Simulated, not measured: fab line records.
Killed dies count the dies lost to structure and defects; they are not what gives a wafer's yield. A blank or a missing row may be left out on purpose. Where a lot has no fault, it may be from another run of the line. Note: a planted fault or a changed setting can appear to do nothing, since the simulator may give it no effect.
Which tool was responsible? -- flow sfq line -- route of 325 steps, sampled at 1 step: 14 lots, 42 wafers

== WHAT EACH GAUGE READ, for each wafer ==
The record lacks any reading of a measuring or inspecting step that a usual standard deviation could be used to judge.

== WHAT TOOL EACH LOT RAN ON (gives the tool, then ch and the chambers of the sampled wafers, and finally the start) ==
lot,SFQ_TRILAYER_M1_DEP_SPUTTER_037
L678,"pvd sputter-06, day 10 12:53"
L680,"pvd sputter-05, day 11 05:41"
L681,"pvd sputter-05, day 11 08:05"
L685,"pvd sputter-05, day 13 05:19"
L686,"pvd sputter-05, day 13 14:04"
L688,"pvd sputter-06, day 14 03:16"
L693,"pvd sputter-06, day 15 07:59"
L694,"pvd sputter-06, day 15 18:46"
L696,"pvd sputter-03, day 16 05:34"
L697,"pvd sputter-06, day 16 12:46"
L698,"pvd sputter-06, day 16 23:07"
L699,"pvd sputter-03, day 17 03:55"
L700,"pvd sputter-03, day 17 08:43"
L701,"pvd sputter-06, day 17 12:19"
- SFQ_TRILAYER_M1_DEP_SPUTTER_037: material Nb, target thk 200 nm, time 133.3 s.

== AS READ BY THE TOOLS THEMSELVES (means over the sampled wafers that have a number; for cases with no such wafer, the mark the record gives instead) ==
SFQ_TRILAYER_M1_DEP_SPUTTER_037. Usual: cathode dc power W 2000.0 W, standard deviation 0.35; throttle valve pct 29.9 %, standard deviation 0.74.
lot,tool,cathode dc power W (W),throttle valve pct (%),flag
L678,pvd sputter-06,1999.9,28.6,
L680,pvd sputter-05,1999.6,29.8,
L681,pvd sputter-05,1999.9,29.9,
L685,pvd sputter-05,2077.4,30.1,OFF
L686,pvd sputter-05,2077.9,29.9,OFF
L688,pvd sputter-06,1999.9,29.6,
L693,pvd sputter-06,1999.9,29.0,
L694,pvd sputter-06,1999.8,29.3,
L696,pvd sputter-03,1999.7,30.8,
L697,pvd sputter-06,2000.3,29.1,
L698,pvd sputter-06,1999.9,29.4,
L699,pvd sputter-03,2000.1,31.1,
L700,pvd sputter-03,2000.4,29.9,
L701,pvd sputter-06,2000.0,29.2,

== THE ANSWER, worked out from the rows above alone ==
Rule: a lot counts as off when the mean over its wafers that have a number is more than 3 standard deviations away from the usual mean. A lot without any number at a reading at which 4 lots or more have one is off too. Any other lot the step has rows for is counted as sound. First the gauges in route order, then the tools' own readings, where a lot's mean is used as printed above. At the first step where some lot is off, the reading lying furthest off is the one used; lots without a number count as furthest.
Off, at SFQ_TRILAYER_M1_DEP_SPUTTER_037 on cathode dc power W: L685, L686.
If a tool, at that step or one of the process steps before it, ran each lot that is off and ran no sound lot following the first of them, it fits. One fits: pvd sputter-05 at SFQ_TRILAYER_M1_DEP_SPUTTER_037. Its last sound lot is L681 (day 11 08:05), its first lot that is off L685 (day 13 05:19): a fault that began between those two fits.
On the lots that are off, the tool's own readings at SFQ_TRILAYER_M1_DEP_SPUTTER_037 differ by more than 5 times the standard deviation of the sound lots' means, which bears it out; cathode dc power W reads 2077.7 W there versus 2000.0 W on the sound lots.

== WHAT THE SIMULATOR HAD INSERTED ==
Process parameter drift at SFQ_TRILAYER_M1_DEP_SPUTTER_037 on pvd sputter-05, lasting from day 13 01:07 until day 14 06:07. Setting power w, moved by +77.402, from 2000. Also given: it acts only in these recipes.
Lots struck among those shown: L685, L686. The rule above found the same.
